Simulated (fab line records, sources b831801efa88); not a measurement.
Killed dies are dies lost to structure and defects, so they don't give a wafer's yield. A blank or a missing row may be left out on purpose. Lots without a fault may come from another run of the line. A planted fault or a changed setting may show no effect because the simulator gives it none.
Split-lot experiment | flow sky130 | 5 lots, 23 wafers read, on a route of 708 steps

THE SPLIT
At SKY_LI_CONTACT_EXPOSE_09 (exposes mask LICM1, target cd 170 nm), the setting dose_mj was moved away from the recipe's 38 on 6 of the 23 wafers read, by +3.7% to +4.6%. The other wafers ran this setting at the recipe's value.

FROM THE SPLIT TO THE READING: what the file shows between them, 2 steps
- SKY_LI_CONTACT_PEB_10
- SKY_LI_CONTACT_DEVELOP_11: develop time 60 s

THE READING
cd_nm, in nm, at SKY_LI_CONTACT_CD_MEAS_12 (target cd 170 nm). Fault-free wafers of this fab line usually give 169.2 nm, standard deviation 1.4 nm.

wafer  | tool, chamber at the split | dose_mj as run | against the recipe | cd_nm, nm | against lot-mates on the recipe
L079.1 | krf_scanner-01, 0          | 38             | recipe             | 169.4     | -
L079.2 | krf_scanner-01, 0          | 38             | recipe             | 169.0     | -
L079.3 | krf_scanner-01, 0          | 38             | recipe             | 169.6     | -
L079.4 | krf_scanner-01, 0          | 38             | recipe             | 170.0     | -
L079.6 | krf_scanner-01, 0          | 38             | recipe             | 169.2     | -
L080.1 | krf_scanner-02, 0          | 38             | recipe             | 171.5     | -
L080.2 | krf_scanner-02, 0          | 39.4           | +3.7%              | 177.2     | +5.9
L080.4 | krf_scanner-02, 0          | 38             | recipe             | 171.0     | -
L080.5 | krf_scanner-02, 0          | 39.4           | +3.7%              | 178.8     | +7.6
L080.6 | krf_scanner-02, 0          | 39.4           | +3.7%              | 178.0     | +6.8
L081.1 | krf_scanner-02, 0          | 38             | recipe             | 167.9     | -
L081.2 | krf_scanner-02, 0          | 38             | recipe             | 167.7     | -
L081.3 | krf_scanner-02, 0          | 38             | recipe             | 167.6     | -
L084.2 | krf_scanner-02, 0          | 39.75          | +4.6%              | 178.0     | +8.0
L084.3 | krf_scanner-02, 0          | 38             | recipe             | 170.3     | -
L084.4 | krf_scanner-02, 0          | 39.75          | +4.6%              | 178.2     | +8.2
L084.5 | krf_scanner-02, 0          | 39.75          | +4.6%              | 178.0     | +8.0
L084.6 | krf_scanner-02, 0          | 38             | recipe             | 169.7     | -
L085.1 | krf_scanner-02, 0          | 38             | recipe             | 168.4     | -
L085.2 | krf_scanner-02, 0          | 38             | recipe             | 167.1     | -
L085.3 | krf_scanner-02, 0          | 38             | recipe             | 168.7     | -
L085.5 | krf_scanner-02, 0          | 38             | recipe             | 168.3     | -
L085.6 | krf_scanner-02, 0          | 38             | recipe             | 166.4     | -

THE FIT
A straight line over all 23 wafers: cd_nm changes by +2.16 nm for each +1% of dose_mj; r = +0.95; the points scatter about the line by 1.3 nm.
The same after taking each lot's own level away (the mean of its wafers on the recipe; 23 wafers): +1.78 nm for each +1%; r = +0.99; scatter 0.55 nm.
On that fit, the largest move of dose_mj shifts the reading by 8.2 nm.
The lots' own levels span 167.73 to 171.25 nm, that is 2.5 times the standard deviation above.
So the lot-to-lot level changes the slope: the two fits differ.
Check: with one of the wafers moved furthest among these (+4.6%) left out of the fit, the line predicts +8.26 nm for it against its lot-mates. It came out at +8 nm against them.

OTHER SPLITS ON THESE WAFERS
These wafers also went through other splits before the reading. Each is held against what the fit with the lots' levels taken away leaves over:
other split on the same wafers     | wafers away from the commonest value | r with cd_nm (lot level and that fit taken away)
SKY_LDD_LDN_IMPLANT_09 dose_cm2    | 7                                    | +0.07
SKY_SD_P_DEVELOP_06 develop_time_s | 7                                    | +0.11
SKY_SD_P_IMPLANT_09 energy_kev     | 9                                    | +0.06
SKY_SD_N_EXPOSE_04 dose_mj         | 5                                    | -0.08
SKY_SD_N_IMPLANT_10 energy_kev     | 7                                    | +0.04

THE WHOLE CHAIN: every reading that the file lists as answering this split, in the file's order
step                      | what it does                                                         | reading                                                           | change (the file's fit)              | r (the file's)
SKY_LI_CONTACT_CD_MEAS_12 | target cd 170 nm                                                     | cd_nm                                                             | +1.78 nm for each +1% of the setting | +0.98
SKY_LI_CONTACT_ETCH_14    | etches BARC in N2/H2, stops on SiO2, time 45.9 s, target depth 60 nm | LI_CONTACT.cd_nm (the simulator's own value, which no gauge read) | +1.73 nm for each +1% of the setting | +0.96

THE FILE'S OWN FIT
cd_nm changes by +1.78 nm for each +1% of dose_mj, r = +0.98.
